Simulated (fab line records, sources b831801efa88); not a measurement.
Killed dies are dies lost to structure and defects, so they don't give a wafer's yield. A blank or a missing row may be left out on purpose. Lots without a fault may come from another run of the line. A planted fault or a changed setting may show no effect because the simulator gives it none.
Which tool did it? | flow gf180mcu | 24 lots, 72 wafers sampled, at 6 steps of a route of 602

WHAT THE GAUGES READ, wafer by wafer
GF_M4_THK_MEAS_06: measures by xrf. Usual: M4_ALCU_THK 445 nm, standard deviation 5.3.
lot  | measured     | on            | M4_ALCU_THK (nm) | flag
L074 | day 22 19:34 | film_metro-03 | 451 449 445      |
L075 | day 22 23:17 | film_metro-03 | 451 453 451      |
L076 | day 23 01:31 | film_metro-03 | 442 441 440      |
L077 | day 23 08:20 | film_metro-03 | 442 445 448      |
L078 | day 23 23:20 | film_metro-03 | 447 445 439      |
L079 | day 24 05:04 | film_metro-03 | 446 444 450      |
L080 | day 24 21:44 | film_metro-01 | 438 441 434      |
L081 | day 25 06:14 | film_metro-03 | 448 451 440      |
L082 | day 25 14:08 | film_metro-03 | 450 450 450      |
L083 | day 25 17:00 | film_metro-01 | 437 434 436      |
L084 | day 26 09:31 | film_metro-03 | 442 444 439      |
L085 | day 26 14:08 | film_metro-01 | 446 436 436      |
L086 | day 26 17:48 | film_metro-01 | 451 452 450      |
L087 | day 26 21:52 | film_metro-03 | 443 436 435      |
L088 | day 27 10:34 | film_metro-01 | 449 445 439      |
L089 | day 27 19:14 | film_metro-01 | 440 440 439      |
L091 | day 28 07:13 | film_metro-01 | 444 444 446      |
L090 | day 28 09:37 | film_metro-03 | 453 449 451      |
L092 | day 28 10:31 | film_metro-03 | 452 450 452      |
L093 | day 28 20:14 | film_metro-03 | 451 445 445      |
L094 | day 28 21:16 | film_metro-03 | 448 448 448      |
L095 | day 29 08:40 | film_metro-03 | 445 445 445      |
L096 | day 29 14:50 | film_metro-01 | 449 450 449      |
L097 | day 29 15:05 | film_metro-03 | 445 446 443      |

GF_V5_THK_MEAS_25: measures by xrf. Usual: V5_W_THK 361 nm, standard deviation 6.4.
lot  | measured     | on            | V5_W_THK (nm) | flag
L074 | day 27 10:32 | film_metro-03 | 362 365 369   |
L075 | day 27 17:16 | film_metro-04 | 355 353 357   |
L076 | day 27 17:26 | film_metro-03 | 360 363 369   |
L077 | day 28 00:41 | film_metro-04 | 352 351 353   |
L078 | day 28 13:08 | film_metro-04 | 368 361 359   |
L079 | day 28 17:53 | film_metro-04 | 358 359 357   |
L080 | day 29 08:25 | film_metro-03 | 363 370 359   |
L081 | day 29 15:44 | film_metro-04 | 358 365 361   |
L082 | day 29 23:17 | film_metro-03 | 366 369 364   |
L083 | day 30 01:56 | film_metro-03 | 371 361 361   |
L084 | day 30 16:15 | film_metro-04 | 358 360 355   |
L085 | day 30 20:14 | film_metro-04 | 361 353 359   |
L086 | day 30 22:12 | film_metro-03 | 365 361 366   |
L087 | day 31 03:43 | film_metro-04 | 346 356 357   |
L088 | day 31 15:01 | film_metro-03 | 365 371 362   |
L089 | day 31 20:54 | film_metro-04 | 351 358 360   |
L091 | day 32 08:28 | film_metro-03 | 371 374 369   |
L090 | day 32 10:43 | film_metro-04 | 360 357 361   |
L092 | day 32 10:57 | film_metro-03 | 366 377 366   |
L093 | day 32 23:14 | film_metro-03 | 361 358 359   |
L094 | day 32 23:35 | film_metro-04 | 357 362 361   |
L095 | day 33 05:36 | film_metro-03 | 362 368 362   |
L096 | day 33 09:36 | film_metro-04 | 359 359 360   |
L097 | day 33 11:06 | film_metro-03 | 373 369 371   |

GF_PASSIVATION_THK_MEAS_03. Usual: PASSIVATION_CVD_02_THK 699 nm, standard deviation 8.4.
lot  | measured     | on            | PASSIVATION_CVD_02_THK (nm) | flag
L074 | day 28 07:58 | film_metro-01 | 687 689 697                 |
L075 | day 28 14:24 | film_metro-01 | 682 690 696                 |
L076 | day 28 14:41 | film_metro-01 | 689 685 707                 |
L077 | day 28 22:13 | film_metro-04 | 699 700 700                 |
L078 | day 29 10:25 | film_metro-01 | 683 691 701                 |
L079 | day 29 15:14 | film_metro-01 | 712 704 711                 |
L080 | day 30 05:25 | film_metro-01 | 696 695 698                 |
L081 | day 30 11:54 | film_metro-03 | 696 694 694                 |
L082 | day 30 19:25 | film_metro-01 | 688 699 699                 |
L083 | day 30 21:59 | film_metro-03 | 691 708 708                 |
L084 | day 31 11:17 | film_metro-01 | 694 707 707                 |
L085 | day 31 16:09 | film_metro-01 | 697 705 709                 |
L086 | day 31 17:47 | film_metro-03 | 685 692 709                 |
L087 | day 31 23:02 | film_metro-03 | 699 699 710                 |
L088 | day 32 09:44 | film_metro-03 | 701 714 702                 |
L089 | day 32 13:49 | film_metro-01 | 690 707 712                 |
L091 | day 33 03:48 | film_metro-01 | 717 709 705                 |
L090 | day 33 05:01 | film_metro-04 | 693 695 702                 |
L092 | day 33 06:13 | film_metro-03 | 696 699 701                 |
L093 | day 33 16:36 | film_metro-01 | 702 693 720                 |
L094 | day 33 16:52 | film_metro-04 | 701 696 708                 |
L095 | day 33 23:16 | film_metro-01 | 705 710 710                 |
L096 | day 34 03:07 | film_metro-04 | 693 699 708                 |
L097 | day 34 04:16 | film_metro-04 | 691 698 709                 |

WHICH TOOL RAN EACH LOT (tool, then ch and the chambers of the sampled wafers, then the start)
lot  | GF_M3_SPUTTER_00             | GF_V5_CMP_26                  | GF_PASSIVATION_CVD_00
L074 | pvd_sputter-01, day 20 16:02 | cmp-01 ch 0,2,3, day 27 10:35 | pecvd-03 ch 0,1,2, day 28 07:32
L075 | pvd_sputter-02, day 20 20:11 | cmp-01 ch 1,2,3, day 27 17:25 | pecvd-03 ch 0,1, day 28 13:58
L076 | pvd_sputter-04, day 20 22:01 | cmp-02 ch 0,1,2, day 27 17:36 | pecvd-04 ch 1,2, day 28 14:16
L077 | pvd_sputter-01, day 21 06:01 | cmp-01 ch 0,1,2, day 28 00:52 | pecvd-04 ch 0,1,2, day 28 21:47
L078 | pvd_sputter-02, day 21 21:55 | cmp-02 ch 1,2,3, day 28 13:18 | pecvd-03 ch 0,1,2, day 29 10:00
L079 | pvd_sputter-04, day 22 04:47 | cmp-01 ch 2,3, day 28 17:55   | pecvd-01 ch 1,2, day 29 14:47
L080 | pvd_sputter-01, day 22 21:53 | cmp-02 ch 0,2,3, day 29 08:33 | pecvd-01 ch 1,2, day 30 04:57
L081 | pvd_sputter-02, day 23 07:26 | cmp-02 ch 0,1,2, day 29 15:53 | pecvd-04 ch 0,1, day 30 11:28
L082 | pvd_sputter-02, day 23 15:23 | cmp-02 ch 1,2, day 29 23:20   | pecvd-03 ch 0,1,2, day 30 18:58
L083 | pvd_sputter-02, day 23 19:01 | cmp-02 ch 0,1,3, day 30 02:16 | pecvd-01 ch 0,2, day 30 21:32
L084 | pvd_sputter-01, day 24 10:35 | cmp-02 ch 0,1,3, day 30 16:50 | pecvd-04 ch 0,2, day 31 10:52
L085 | pvd_sputter-01, day 24 17:02 | cmp-02 ch 0,1,2, day 30 20:35 | pecvd-03 ch 0,1,2, day 31 15:43
L086 | pvd_sputter-04, day 24 21:46 | cmp-02 ch 1,3, day 30 22:19   | pecvd-04 ch 0,1,2, day 31 17:19
L087 | pvd_sputter-04, day 25 01:07 | cmp-02 ch 1,2,3, day 31 03:49 | pecvd-01 ch 0,1,2, day 31 22:35
L088 | pvd_sputter-04, day 25 14:29 | cmp-02 ch 1,2, day 31 15:07   | pecvd-04 ch 0,1,2, day 32 09:19
L089 | pvd_sputter-01, day 25 23:22 | cmp-02 ch 2,3, day 31 21:11   | pecvd-03 ch 0,1,2, day 32 13:23
L091 | pvd_sputter-02, day 26 11:05 | cmp-02 ch 0,1, day 32 09:58   | pecvd-04 ch 0,1,2, day 33 03:23
L090 | pvd_sputter-04, day 26 14:05 | cmp-01 ch 0,2, day 32 10:53   | pecvd-01 ch 0,1,2, day 33 04:34
L092 | pvd_sputter-01, day 26 14:44 | cmp-02 ch 0,1,2, day 32 11:02 | pecvd-01 ch 0,2, day 33 05:43
L093 | pvd_sputter-04, day 27 00:50 | cmp-02 ch 2,3, day 32 23:21   | pecvd-04 ch 0,1,2, day 33 16:10
L094 | pvd_sputter-02, day 27 01:50 | cmp-01 ch 0,2,3, day 32 23:44 | pecvd-03 ch 1,2, day 33 16:27
L095 | pvd_sputter-04, day 27 13:59 | cmp-01 ch 1,2, day 33 05:44   | pecvd-01 ch 0,1, day 33 22:49
L096 | pvd_sputter-01, day 27 20:40 | cmp-01 ch 2,3, day 33 09:38   | pecvd-03 ch 0,1,2, day 34 02:40
L097 | pvd_sputter-04, day 27 21:05 | cmp-02 ch 1,2, day 33 11:13   | pecvd-04 ch 0,1, day 34 03:50
- GF_M3_SPUTTER_00: material Ti, target thk 37.5 nm, time 150 s.
- GF_V5_CMP_26: polishes, stops on SiO2, t overpolish 15 s, target thk 0 nm.
- GF_PASSIVATION_CVD_00: deposits SiO2 from TEOS, target thk 1000 nm, time 111.95 s.

WHAT THE TOOLS THEMSELVES READ (means of the sampled wafers that have a number; where no wafer has one, the mark that the record gives instead)
GF_M3_SPUTTER_00. Usual: throttle_valve_pct 30.6 %, standard deviation 1.1.
lot  | tool           | throttle_valve_pct (%) | flag
L074 | pvd_sputter-01 | 29.6                   |
L075 | pvd_sputter-02 | 30.1                   |
L076 | pvd_sputter-04 | 30.6                   |
L077 | pvd_sputter-01 | 31.1                   |
L078 | pvd_sputter-02 | 30.1                   |
L079 | pvd_sputter-04 | 31.1                   |
L080 | pvd_sputter-01 | 30.8                   |
L081 | pvd_sputter-02 | 29.7                   |
L082 | pvd_sputter-02 | 30.0                   |
L083 | pvd_sputter-02 | 29.5                   |
L084 | pvd_sputter-01 | 30.7                   |
L085 | pvd_sputter-01 | 30.3                   |
L086 | pvd_sputter-04 | 31.2                   |
L087 | pvd_sputter-04 | 31.0                   |
L088 | pvd_sputter-04 | 31.1                   |
L089 | pvd_sputter-01 | 29.5                   |
L091 | pvd_sputter-02 | 30.2                   |
L090 | pvd_sputter-04 | 30.7                   |
L092 | pvd_sputter-01 | 30.2                   |
L093 | pvd_sputter-04 | 30.5                   |
L094 | pvd_sputter-02 | 29.6                   |
L095 | pvd_sputter-04 | 30.6                   |
L096 | pvd_sputter-01 | 30.7                   |
L097 | pvd_sputter-04 | 30.8                   |

GF_V5_CMP_26. Usual: motor_current_A 12.2 A, standard deviation 0.72; overpolish_run_s 15.001 s, standard deviation 0.0088; slurry_filter_dp_kPa 13.49 kPa, standard deviation 0.15; time_to_endpoint_s 87 s, standard deviation 3.8.
lot  | tool   | motor_current_A (A) | overpolish_run_s (s) | slurry_filter_dp_kPa (kPa) | time_to_endpoint_s (s) | flag
L074 | cmp-01 | 11.7                | 14.998               | 13.39                      | 90                     |
L075 | cmp-01 | 12.3                | 14.997               | 13.51                      | 83                     |
L076 | cmp-02 | 12.3                | 15.000               | 13.51                      | 84                     |
L077 | cmp-01 | 11.8                | 15.000               | 13.39                      | 87                     |
L078 | cmp-02 | 12.6                | 14.997               | 13.57                      | 88                     |
L079 | cmp-01 | 12.3                | 14.994               | 13.52                      | 83                     |
L080 | cmp-02 | 12.6                | 15.000               | 13.54                      | 87                     |
L081 | cmp-02 | 12.3                | 15.000               | 13.37                      | 86                     |
L082 | cmp-02 | 12.1                | 15.005               | 13.47                      | 86                     |
L083 | cmp-02 | 12.4                | 14.993               | 13.35                      | 82                     |
L084 | cmp-02 | 11.9                | 15.015               | 13.51                      | 86                     |
L085 | cmp-02 | 12.6                | 14.994               | 13.49                      | 85                     |
L086 | cmp-02 | 11.6                | 14.998               | 13.45                      | 89                     |
L087 | cmp-02 | 12.5                | 14.999               | 13.44                      | 88                     |
L088 | cmp-02 | 12.3                | 14.997               | 13.59                      | 88                     |
L089 | cmp-02 | 11.6                | 15.005               | 13.61                      | 91                     |
L091 | cmp-02 | 12.4                | 15.000               | 13.53                      | 90                     |
L090 | cmp-01 | 11.8                | 15.001               | 13.60                      | 88                     |
L092 | cmp-02 | 12.7                | 15.005               | 13.47                      | 86                     |
L093 | cmp-02 | 12.6                | 15.002               | 13.48                      | 85                     |
L094 | cmp-01 | 11.7                | 14.995               | 13.46                      | 90                     |
L095 | cmp-01 | 12.7                | 15.001               | 13.48                      | 90                     |
L096 | cmp-01 | 11.9                | 15.003               | 13.53                      | 90                     |
L097 | cmp-02 | 12.1                | 15.006               | 13.61                      | 83                     |

GF_PASSIVATION_CVD_00. Usual: heater_power_w 669 W, standard deviation 120.
lot  | tool     | heater_power_w (W) | flag
L074 | pecvd-03 | 712                |
L075 | pecvd-03 | 809                |
L076 | pecvd-04 | 666                |
L077 | pecvd-04 | 612                |
L078 | pecvd-03 | 645                |
L079 | pecvd-01 | 638                |
L080 | pecvd-01 | 649                |
L081 | pecvd-04 | 617                |
L082 | pecvd-03 | 662                |
L083 | pecvd-01 | 652                |
L084 | pecvd-04 | 628                |
L085 | pecvd-03 | 693                |
L086 | pecvd-04 | 645                |
L087 | pecvd-01 | 632                |
L088 | pecvd-04 | 634                |
L089 | pecvd-03 | 687                |
L091 | pecvd-04 | 650                |
L090 | pecvd-01 | 664                |
L092 | pecvd-01 | 646                |
L093 | pecvd-04 | 704                |
L094 | pecvd-03 | 574                |
L095 | pecvd-01 | 619                |
L096 | pecvd-03 | 732                |
L097 | pecvd-04 | 617                |

THE ANSWER, worked out from the rows above alone
Rule: a lot is off if the mean of its wafers that have a number lies more than 3 standard deviations from the usual mean. A lot without any number at a reading at which 4 lots or more have one is off too. The other lots that the step has rows for count as sound. The gauges are gone through in route order, then the tools' own readings, and for those a lot's mean is taken as printed above. The first step at which some lot is off is used, and at that step the reading that is off furthest; a lot without a number counts as furthest.
No lot is off at any reading shown: from this, nothing can be told.

WHAT THE SIMULATOR HAD PUT IN
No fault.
